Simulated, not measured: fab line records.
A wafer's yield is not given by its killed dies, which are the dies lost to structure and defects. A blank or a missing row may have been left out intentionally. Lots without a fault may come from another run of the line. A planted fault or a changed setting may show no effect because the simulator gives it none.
What tool caused it? -- flow gf180mcu -- 13 lots, 36 wafers sampled, at 5 steps of a route of 602

WHAT THE GAUGES READ, wafer by wafer
GF_NSD_CD_MEAS_07: the cd target is 400 nm. Usual: cd_nm 399.9 nm, standard deviation 2.
lot,measured,on,cd_nm (nm),flag
L882,day 13 09:05,cd_sem-02,397.8 398.5 398.2,
L884,day 14 02:19,cd_sem-02,403.0 401.7 402.5,
L885,day 14 12:49,cd_sem-02,396.9 398.7 399.3,
L887,day 15 01:38,cd_sem-01,398.9 397.6 397.8,
L891,day 16 17:32,cd_sem-02,396.1 398.6 398.6,
L893,day 17 08:33,cd_sem-01,395.3 397.9,
L894,day 17 11:50,cd_sem-02,399.9 398.4,
L895,day 17 21:15,cd_sem-01,399.6 399.3,
L898,day 18 22:22,cd_sem-01,397.3 397.1 397.2,
L901,day 20 03:48,cd_sem-02,399.0 398.4 398.8,
L902,day 20 10:15,cd_sem-02,399.0 400.8 399.6,
L903,day 21 02:58,cd_sem-02,401.7 400.0 401.1,
L905,day 21 10:35,cd_sem-02,397.9 400.1 403.5,

GF_PSD_RS_MEAS_14: a four-point-probe measurement. Usual: NSD_RS gives 46.14 ohm/sq (standard deviation 0.093).
lot,measured,on,NSD_RS (ohm/sq),flag
L882,day 14 06:04,film_metro-04,46.04 46.06 46.12,
L884,day 15 00:17,film_metro-04,46.13 46.22 46.16,
L885,day 15 11:42,film_metro-02,46.33 46.18 46.24,
L887,day 16 00:19,film_metro-04,46.19 46.15 46.15,
L891,day 17 17:14,film_metro-04,46.03 46.00 46.05,
L893,day 18 08:42,film_metro-02,47.05 46.25 47.11 46.31,OFF
L894,day 18 12:04,film_metro-04,46.09 46.82 46.09 46.78,OFF
L895,day 18 21:59,film_metro-02,47.04 46.91 46.90 46.97,OFF
L898,day 19 23:04,film_metro-03,46.25 46.24 46.05,
L901,day 21 04:59,film_metro-04,46.18 46.13 46.15,
L902,day 21 10:55,film_metro-03,46.10 46.20 45.95,
L903,day 22 03:11,film_metro-04,46.18 46.15 46.11,
L905,day 22 11:08,film_metro-04,46.04 46.07 46.06,

GF_SALICIDE_THK_MEAS_05: measures by xrf. Usual: SALICIDE_TIN_THK gives 19.95 nm (standard deviation 0.25).
lot,measured,on,SALICIDE_TIN_THK (nm),flag
L882,day 15 04:50,film_metro-02,19.91 20.10 20.06,
L884,day 15 22:59,film_metro-03,20.22 20.05 19.76,
L885,day 16 09:52,film_metro-02,19.80 19.77 19.83,
L887,day 16 23:23,film_metro-01,20.13 20.10 20.08,
L891,day 18 17:46,film_metro-03,19.64 19.91 19.99,
L893,day 19 09:48,film_metro-02,19.97 19.83,
L894,day 19 12:50,film_metro-01,19.75 19.43,
L895,day 19 22:37,film_metro-01,20.01 20.28,
L898,day 20 23:49,film_metro-02,20.30 20.10 20.09,
L901,day 22 05:22,film_metro-02,20.06 19.88 19.90,
L902,day 22 11:25,film_metro-02,20.38 20.15 19.98,
L903,day 23 03:01,film_metro-01,20.05 19.92 19.86,
L905,day 23 10:33,film_metro-02,19.77 19.79 19.87,

WHICH TOOL RAN EACH LOT (tool, then ch and the chambers of the sampled wafers, then the start)
lot,GF_HV_LDD_STRIP_49,GF_NSD_IMPLANT_10
L882,"plasma_asher-03 ch 0,1, day 12 10:25","implanter-01 ch 0, day 13 09:23"
L884,"plasma_asher-04 ch 1, day 13 03:02","implanter-01 ch 0, day 14 02:37"
L885,"plasma_asher-03 ch 0,1, day 13 13:35","implanter-03 ch 0, day 14 13:07"
L887,"plasma_asher-02 ch 0,1, day 14 01:37","implanter-03 ch 0, day 15 01:56"
L891,"plasma_asher-02 ch 0,1, day 15 15:44","implanter-01 ch 0, day 16 17:50"
L893,"plasma_asher-04 ch 1, day 16 05:40","implanter-01 ch 0, day 17 08:52"
L894,"plasma_asher-04 ch 0,1, day 16 07:35","implanter-01 ch 0, day 17 12:08"
L895,"plasma_asher-02 ch 0,1, day 16 19:07","implanter-01 ch 0, day 17 21:34"
L898,"plasma_asher-02 ch 0,1, day 17 19:47","implanter-04 ch 0, day 18 22:40"
L901,"plasma_asher-02 ch 0,1, day 18 23:47","implanter-03 ch 0, day 20 04:07"
L902,"plasma_asher-02 ch 0,1, day 19 07:45","implanter-04 ch 0, day 20 10:34"
L903,"plasma_asher-03 ch 0,1, day 20 00:34","implanter-01 ch 0, day 21 03:16"
L905,"plasma_asher-02 ch 0,1, day 20 07:41","implanter-01 ch 0, day 21 10:53"
- GF_HV_LDD_STRIP_49: strips in O2/N2.
- GF_NSD_IMPLANT_10

AS READ BY THE TOOLS THEMSELVES (means over the sampled wafers that have a number; for cases with no such wafer, the mark the record gives instead)
GF_HV_LDD_STRIP_49. Usual: for chamber_pressure_mTorr, 1499.9 mTorr with a standard deviation of 1.3; for drypump_motor_current_A, 5.82 A with a standard deviation of 0.22; for heater_power_w, 348 W with a standard deviation of 17; for o2_flow_sccm, 2999 sccm with a standard deviation of 8.9; for oes_product_au, 0.716 a.u. with a standard deviation of 0.0045; for platen_temp_c, 249.97 C with a standard deviation of 0.19; for strip_time_to_endpoint_s, 12.63 s with a standard deviation of 0.036.
lot,tool,chamber_pressure_mTorr (mTorr),drypump_motor_current_A (A),heater_power_w (W),o2_flow_sccm (sccm),oes_product_au (a.u.),platen_temp_c (C),strip_time_to_endpoint_s (s),flag
L882,plasma_asher-03,1499.7,5.77,337,3000,0.719,250.00,12.66,
L884,plasma_asher-04,1499.5,5.50,361,3004,0.713,249.89,12.69,
L885,plasma_asher-03,1500.2,5.71,327,3006,0.711,250.05,12.65,
L887,plasma_asher-02,1500.2,5.91,336,3003,0.717,249.85,12.64,
L891,plasma_asher-02,1500.9,6.01,349,3003,0.712,249.90,12.62,
L893,plasma_asher-04,1499.5,5.48,366,3005,0.718,250.11,12.66,
L894,plasma_asher-04,1500.5,5.73,362,3008,0.719,249.97,12.62,
L895,plasma_asher-02,1500.0,5.94,346,3002,0.717,249.72,12.68,
L898,plasma_asher-02,1500.3,6.00,355,2998,0.714,249.95,12.66,
L901,plasma_asher-02,1500.0,5.91,338,2998,0.718,249.84,12.64,
L902,plasma_asher-02,1501.0,5.91,338,2996,0.714,249.99,12.65,
L903,plasma_asher-03,1500.7,5.69,331,3003,0.712,249.71,12.63,
L905,plasma_asher-02,1500.1,5.90,343,3003,0.720,249.80,12.60,

GF_NSD_IMPLANT_10. Usual: faraday_current_uA 2784, standard deviation 60.
lot,tool,faraday_current_uA,flag
L882,implanter-01,2820,
L884,implanter-01,2798,
L885,implanter-03,2837,
L887,implanter-03,2793,
L891,implanter-01,2783,
L893,implanter-01,2760,
L894,implanter-01,2796,
L895,implanter-01,2712,
L898,implanter-04,2771,
L901,implanter-03,2771,
L902,implanter-04,2805,
L903,implanter-01,2781,
L905,implanter-01,2742,

THE ANSWER, worked out from the rows above alone
Rule: lot off if the mean of its wafers having a number is beyond 3 standard deviations from the usual mean. A lot without any number at a reading at which 4 lots or more have one is off too. Any other lot the step has rows for is counted as sound. First the gauges in route order, then the tools' own readings, where a lot's mean is used as printed above. The first step at which some lot is off is used, and at that step the reading that is off furthest; a lot without a number counts as furthest.
Off: L893, L894, L895, at GF_PSD_RS_MEAS_14 (NSD_RS).
A tool fits if, at a process step before that reading, it ran every lot that is off, and no sound lot after the first of them. Gauges at GF_PSD_RS_MEAS_14: tried the same way as those tools. No candidate that was tried fits.

WHAT THE SIMULATOR HAD PUT IN
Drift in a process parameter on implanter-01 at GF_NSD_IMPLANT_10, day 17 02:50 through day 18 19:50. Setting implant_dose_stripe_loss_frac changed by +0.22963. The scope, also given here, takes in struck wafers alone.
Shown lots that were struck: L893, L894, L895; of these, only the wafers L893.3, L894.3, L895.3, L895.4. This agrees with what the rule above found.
